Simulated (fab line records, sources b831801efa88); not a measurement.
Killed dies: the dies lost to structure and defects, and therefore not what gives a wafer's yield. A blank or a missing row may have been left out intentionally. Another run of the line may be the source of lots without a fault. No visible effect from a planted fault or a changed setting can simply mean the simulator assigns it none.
Problem report in the 8D (eight disciplines) form, filled by code + flow gf180mcu + the parts of the form that need people (team, actions taken, sign-off) are left out

1. THE ISSUE
Mean of biasW at GF_V5_ETCH_16: 116.4 W over 2 wafers from 1 lot, against 100.0 W (standard deviation 0.3) on wafers with no fault. That puts it +55 standard deviations away from the usual mean.
The step: etches BARC in N2/H2.
Earliest sighting: wafer L732.2 on rieDiel-03 at day 32 16:04. At this step, 36 wafers from 12 lots have a number in the record. Rule for "out", or "out of limits": more than 4 standard deviations from the usual mean. Any other wafer with a number is counted as sound.

2. WHAT THIS IS AND IS NOT
| question                    | is                | is not                                                                          |
|-----------------------------|-------------------|---------------------------------------------------------------------------------|
| which readings at this step | biasW             | drypumpMotorCurrentA, oesProductAu, throttleValvePct                            |
| which lots                  | L732              | L714, L715, L716, L717, L718, L720, L721, L722, L734, L735, L737                |
| which wafers of those lots  | L732.2, L732.6    | L732.4                                                                          |
| read on which tools         | rieDiel-03        | rieDiel-01, rieDiel-02                                                          |
| when                        | from day 32 16:04 | up to then (25 sound wafers); but 9 sound wafers of L734, L735, L737 came after |

3. SUSPECTS, AND WHAT RULES EACH OUT
Counting: any tool at a process step up to the reading remains a suspect provided it ran every lot that is out. Sound lots after the first of them don't rule it out here, since some wafers of a struck lot are sound.
- rieMetal-03 at GF_M2_METAL_ETCH_16 (etches the open film in Cl2/BCl3, stops on SiO2, target depth 750.8 nm, time 125.1 s): kept. The lot that is out, L732, ran on it at day 25 21:38; the last sound lot it ran before that was L721, at day 21 20:49.
- rieDiel-03 at GF_V5_ETCH_16 (etches BARC in N2/H2): kept. The lot that is out, L732, ran on it at day 32 16:04; the last sound lot it ran before that was L721, at day 29 11:07. On those wafers its own readings are out: biasW.
- The sound lot-mates ran in chamber 1 of rieMetal-03 at GF_M2_METAL_ETCH_16, but the wafers that are out ran in chamber 0.
- The sound lot-mates ran in chamber 1 of rieDiel-03 at GF_V5_ETCH_16, but the wafers that are out ran in chamber 0.
Remaining after the count are rieMetal-03 at GF_M2_METAL_ETCH_16 and rieDiel-03 at GF_V5_ETCH_16.

4. THE CAUSE (what the simulator had put in)
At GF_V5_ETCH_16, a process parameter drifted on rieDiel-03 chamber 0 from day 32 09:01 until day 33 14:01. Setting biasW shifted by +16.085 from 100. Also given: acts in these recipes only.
After counting, 2 suspects remain, this tool included.

5. THE EFFECT CHAIN, in route order
Each row: a reading whose mean over the struck wafers that have a number lies more than 3 standard deviations from the usual. Readings are gone through only where the record gives a usual standard deviation; hours: the median, over the lots, of the time from a lot's start at the first step in this table giving one to that lot's start at this step; sigmas: the change measured in usual standard deviations.
| hours | step          | reading | usual   | on struck wafers | change | sigmas |
|-------|---------------|---------|---------|------------------|--------|--------|
| 0     | GF_V5_ETCH_16 | biasW   | 100.0 W | 116.4            | +16.4  | +55    |
Process steps it contains:
- GF_V5_ETCH_16: etches BARC in N2/H2.

6. HOW IT WOULD HAVE BEEN CAUGHT EARLIER
7 hours passed between the start of the fault at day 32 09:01 and the first reading out of limits in this record, taken at day 32 16:04.
